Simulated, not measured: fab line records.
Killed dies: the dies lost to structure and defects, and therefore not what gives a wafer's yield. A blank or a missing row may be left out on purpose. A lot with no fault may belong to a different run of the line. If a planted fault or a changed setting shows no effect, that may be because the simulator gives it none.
A struck lot beside a sound one -- flow sky130 -- 16 steps out of a route of 708
Sound: these wafers, L433.2, L433.4, L433.6. The struck wafers were L438.1, L438.2, L438.4. The cause is named last.
For every step that has rows: the tool of each side, followed by ch and its chambers, followed by its first start. Under that, the readings that differ: sound wafers -- struck wafers -- difference of the means -- sigmas: that difference in standard deviations of wafers without a fault.
alike: same words and numbers on both sides, and readings whose means sit less than 2 such deviations apart. not compared: any withheld reading, any reading some wafer has no value for, any bound like >300 that may hide the same value, and any number with overlapping values for which the record gives no deviation.
A row with sigmas, a row that says differs or no value, or rows on one side alone: a step with any of these is where the two part. Numbers that have no deviation but don't overlap get no sigmas and don't part them. A reading missing from all wafers of one side parts the sides only when that side holds two or more wafers.

first, 3 steps without rows for these wafers: SKY_METAL1_EXPOSE_12 (exposes mask MM1, target cd 140 nm); SKY_METAL1_PEB_13; SKY_METAL1_DEVELOP_14 (develop time 60 s).
SKY_METAL1_CD_MEAS_15: target cd 140 nm.
  sound: cdSem-01 at day 36 01:49; struck: cdSem-01 at day 37 20:30
  alike: cdNm
SKY_METAL1_OVL_MEAS_16:
  sound: overlay-01 at day 36 01:56; struck: overlay-01 at day 37 20:37
  alike: METAL1_OVL
SKY_METAL1_DESCUM_17: chemistry O2, time 8 s.
  sound on rieMetal-01 ch 0, day 36 01:58; struck on rieMetal-04 ch 0,1, day 37 20:40
  alike: drypumpMotorCurrentA, oesProductAu
  not compared: rfHoursCounterH
SKY_METAL1_ETCH_18: etches BARC in N2/H2, stops on SiO2, time 45.9 s, target depth 60 nm.
  sound on rieMetal-01 ch 0, day 36 02:02; struck on rieMetal-04 ch 0,1, day 37 20:41
  alike: drypumpMotorCurrentA, n2FlowSccm, oesProductAu, throttleValvePct
  not compared: rfHoursCounterH
SKY_METAL1_METAL_ETCH_19: etches the open film in Cl2/BCl3, stops on SiO2, target depth 360 nm, time 78 s.
  sound on rieMetal-01 ch 0, day 36 02:11; struck on rieMetal-04 ch 0,1, day 37 20:45
  alike: drypumpMotorCurrentA, oesProductAu, throttleValvePct
  not compared: rfHoursCounterH
SKY_METAL1_STRIP_20: strips in O2/N2.
  sound on plasmaAsher-01 ch 0,1, day 36 02:20; struck on plasmaAsher-01 ch 0,1, day 37 20:50
  alike: drypumpMotorCurrentA, n2FlowSccm, oesProductAu, stripTimeToEndpointS
  not compared: rfHoursCounterH
then, 3 steps without rows for these wafers: SKY_METAL1_STRIP_21 (strips in post etch residue remover, time 1200 s); SKY_METAL1_CLEAN_22 (cleans in IPA, time 180 s); SKY_METAL1_CLEAN_23 (cleans in O3/DIW).
SKY_VIA1_HDPCVD_00: deposits SiO2, target thk 1030 nm, time 171.7 s.
  sound on hdpcvd-02 ch 0,1, day 36 02:55; struck on hdpcvd-02 ch 0,2, day 37 21:28
reading,sound,struck,difference,sigmas
runLengthS (s),199.7 199.2 199.3,157.5 159.1 158.2,-41.1,-60
model.SiO2_of_VIA1_HDPCVD_00.thkNm (nm),1038 1051 1035,782.7 778 785.7,-259.2,
SKY_VIA1_THK_MEAS_01:
  sound: filmMetro-03 at day 36 03:02; struck: filmMetro-02 at day 37 21:35
reading,sound,struck,difference,sigmas
VIA1_HDPCVD_THK (nm),1038 1051 1036,783 777 786,-260,-24
SKY_VIA1_CMP_02: polishes SiO2.
  sound on cmp-02 ch 0,2, day 36 03:05; struck on cmp-01 ch 1,2,3, day 37 21:42
  alike: motorCurrentA
after that, 1 step had no rows for these wafers: SKY_PAD_OPEN_PROBE_99.

== WHERE THEY PART ==
Earliest at SKY_VIA1_HDPCVD_00; latest, in this record, at SKY_VIA1_THK_MEAS_01. Later steps at which nothing parts them and some readings are alike: SKY_VIA1_CMP_02.

WHY: what the simulator had put in
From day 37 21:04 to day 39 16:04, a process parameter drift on hdpcvd-02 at SKY_VIA1_HDPCVD_00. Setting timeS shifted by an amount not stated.
